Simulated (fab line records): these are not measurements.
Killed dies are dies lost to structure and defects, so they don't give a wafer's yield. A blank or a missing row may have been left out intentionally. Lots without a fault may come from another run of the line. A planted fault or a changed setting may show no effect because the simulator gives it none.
Struck lot and sound lot, side by side	flow sfqLine	14 steps out of a route of 325
Sound: wafers L254.1, L254.3, L254.5. Wafers struck: L253.1, L253.5, L253.6. Last of all comes the cause.
Per side, at each step with rows, come the tool, then ch with its chambers, and then its first start. Under that, the readings that differ: sound wafers	struck wafers	difference of the means	sigmas: that difference in standard deviations of wafers without a fault.
alike: words and numbers the same on both sides, and readings whose means are apart by under 2 such deviations; not compared: readings that were withheld, readings missing a value for some wafer, numbers with overlapping values and no deviation given by the record, and bounds like >300 which may hide the same value.
The two part at a step that has a row with sigmas, a row that says differs or no value, or rows on one side only. When numbers do not overlap yet have no deviation, they are printed without sigmas and do not part them. Lack of a reading on every wafer of one side parts them only where that side has two or more wafers.

first, 6 steps without rows for these wafers: SFQ_TRILAYER_I3_VIA_LITHO_COAT_090 (resist thk 62 nm); SFQ_TRILAYER_I3_VIA_LITHO_COAT_085 (resist thk 650 nm); SFQ_TRILAYER_I3_VIA_LITHO_SOFTBAKE_089; SFQ_TRILAYER_I3_VIA_LITHO_EXPOSE_086 (exposes mask I3, target cd 500 nm); SFQ_TRILAYER_I3_VIA_LITHO_PEB_088 (peb time 60 s); SFQ_TRILAYER_I3_VIA_LITHO_DEVELOP_087 (time 60 s).
SFQ_I3_OVL_MEAS_923:
  sound on overlay-01, day 41 09:25; struck on overlay-01, day 41 04:37
  alike: I3_OVL
SFQ_TRILAYER_I3_VIA_BARC_OPEN_VIA_ETCH_121: etches BARC in O2, target depth 125 nm, time 41.7 s.
  sound on rieDiel-03 ch 1,3, day 41 09:27; struck on rieDiel-04 ch 0,2,3, day 41 04:39
  alike: drypumpMotorCurrentA, oesProductAu
  not compared: rfHoursCounterH
SFQ_TRILAYER_I3_VIA_ETCH_VIA_ETCH_088: etches SiO2 in CHF3, stops on Nb, target depth 260 nm.
  sound on rieDiel-03 ch 1,3, day 41 09:29; struck on rieDiel-04 ch 0,2,3, day 41 04:41
  alike: drypumpMotorCurrentA, oesProductAu
SFQ_TRILAYER_I3_VIA_STRIP_STRIP_089: strips in O2.
  sound on rieMetal-01 ch 1, day 41 09:36; struck on rieMetal-03 ch 0,1, day 41 04:48
reading	sound	struck	difference	sigmas
oesProductAu (a.u.)	0.973 0.981 0.974	1.002 1.007 0.992	+0.024	+2
  alike: drypumpMotorCurrentA
  not compared: rfHoursCounterH
then, 2 steps without rows for these wafers: SFQ_TRILAYER_I3_VIA_STRIP_SOLV_CLEAN_090 (cleans in NMP, time 600 s); SFQ_TRILAYER_M4_DEP_PRE_CLEAN_092 (time 22.5 s).
SFQ_TRILAYER_M4_DEP_SPUTTER_091: material Nb, target thk 200 nm, time 133.3 s.
  sound on pvdSputter-06, day 41 10:25; struck on pvdSputter-04, day 41 05:37
reading	sound	struck	difference	sigmas
chamberPressurePa (Pa)	0.13331 0.13352 0.13305	0.10797 0.10794 0.10859	-0.02513	-99 or more
throttleValvePct (%)	29.8 28.7 29.8	33.9 34.2 34.1	+4.6	+5
SFQ_M4_RS_MEAS_924: a four-point-probe measurement.
  sound on filmMetro-03, day 41 10:31; struck on filmMetro-02, day 41 05:43
  alike: M4_NB_RS

## WHERE THEY PART
Last at SFQ_TRILAYER_M4_DEP_SPUTTER_091 as far as this record goes, first at SFQ_TRILAYER_I3_VIA_STRIP_STRIP_089. Later steps at which nothing parts them and some readings are alike: SFQ_M4_RS_MEAS_924.

WHY: the cause the simulator had injected
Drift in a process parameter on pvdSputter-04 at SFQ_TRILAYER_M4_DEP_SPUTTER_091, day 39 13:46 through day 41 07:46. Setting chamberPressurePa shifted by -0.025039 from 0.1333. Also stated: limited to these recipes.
